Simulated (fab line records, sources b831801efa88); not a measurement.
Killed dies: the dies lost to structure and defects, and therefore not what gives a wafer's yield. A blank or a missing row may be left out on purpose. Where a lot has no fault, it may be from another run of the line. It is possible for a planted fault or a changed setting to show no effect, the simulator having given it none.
A lot that was struck, set against a sound lot / flow sky130 / 14 out of 708 route steps
Sound: wafers L245.2, L245.4, L245.6. Wafers L256.4, L256.5 were the ones struck. The cause is named last.
Each step with rows lists, per side, the tool, then ch with its chambers, then its first start. Under that, the readings that differ: sound wafers / struck wafers / difference of the means / sigmas: that difference in standard deviations of wafers without a fault.
alike: readings with means less than 2 such deviations apart, plus words and numbers identical on both sides. not compared: withheld readings, readings lacking a value on some wafer, bounds such as >300 that could conceal the same value, and numbers that have no deviation in the record and whose values overlap.
The two part at a step that has a row with sigmas, a row that says differs or no value, or rows on one side only. Non-overlapping numbers with no deviation appear without sigmas and do not part them. A reading that every wafer of one side lacks parts them only if that side has two wafers or more.

SKY_CONTACT_CMP_04: polishes SiO2.
  sound on cmp-01 ch 0,1,2, day 32 16:55; struck on cmp-02 ch 2,3, day 36 11:01
  alike: motor current A, time to endpoint s
SKY_CONTACT_BOW_MEAS_05:
  struck on film metro-01, day 36 11:14; sound on film metro-01, day 32 17:11
reading=CONTACT_BOW (um); sound=75 74 69; struck=95 89; difference=+19; sigmas=+3
then, 8 steps without rows for these wafers: SKY_CONTACT_DEHYDRATE_06 (time 60 s); SKY_CONTACT_HMDS_07 (prime time 60 s); SKY_CONTACT_COAT_08 (resist thk 60 nm); SKY_CONTACT_COAT_09 (resist thk 450 nm); SKY_CONTACT_SOFTBAKE_10 (time 90 s); SKY_CONTACT_EXPOSE_11 (exposes mask CTM1, target cd 170 nm); SKY_CONTACT_PEB_12; SKY_CONTACT_DEVELOP_13 (develop time 60 s).
SKY_CONTACT_CD_MEAS_14: the cd target is 170 nm.
  struck on cd sem-02, day 37 14:42; sound on cd sem-01, day 33 20:47
  alike: cd nm
SKY_CONTACT_OVL_MEAS_15:
  struck on overlay-02, day 37 14:46; sound on overlay-02, day 33 20:54
  alike: CONTACT_OVL
SKY_CONTACT_ETCH_16: etches BARC in N2/H2, stops on SiO2, time 45.9 s, target depth 60 nm.
  sound on rie diel-04 ch 0,2,3, day 33 20:56; struck on rie diel-04 ch 1,2, day 37 14:47
reading=model.KrF-thick_of_CONTACT_COAT_09.thk nm (nm); sound=393.4 392.8 392.6; struck=394.9 394.7; difference=+1.9; sigmas=
  alike: chamber pressure mTorr, drypump motor current A, h2 flow sccm, n2 flow sccm, oes product au, throttle valve pct
  not compared: rf hours counter h
SKY_CONTACT_ETCH_17: etches SiO2 in C4F8/O2/Ar, stops on Si3N4, target depth 340 nm.
  sound on rie diel-04 ch 0,2,3, day 33 20:58; struck on rie diel-04 ch 1,2, day 37 14:50
  alike: chamber pressure mTorr, oes product au

== WHERE THEY PART ==
Within this record, at SKY_CONTACT_BOW_MEAS_05 only. Later steps at which nothing parts them and some readings are alike: SKY_CONTACT_CD_MEAS_14, SKY_CONTACT_OVL_MEAS_15, SKY_CONTACT_ETCH_16, SKY_CONTACT_ETCH_17.

WHY: the cause the simulator had injected
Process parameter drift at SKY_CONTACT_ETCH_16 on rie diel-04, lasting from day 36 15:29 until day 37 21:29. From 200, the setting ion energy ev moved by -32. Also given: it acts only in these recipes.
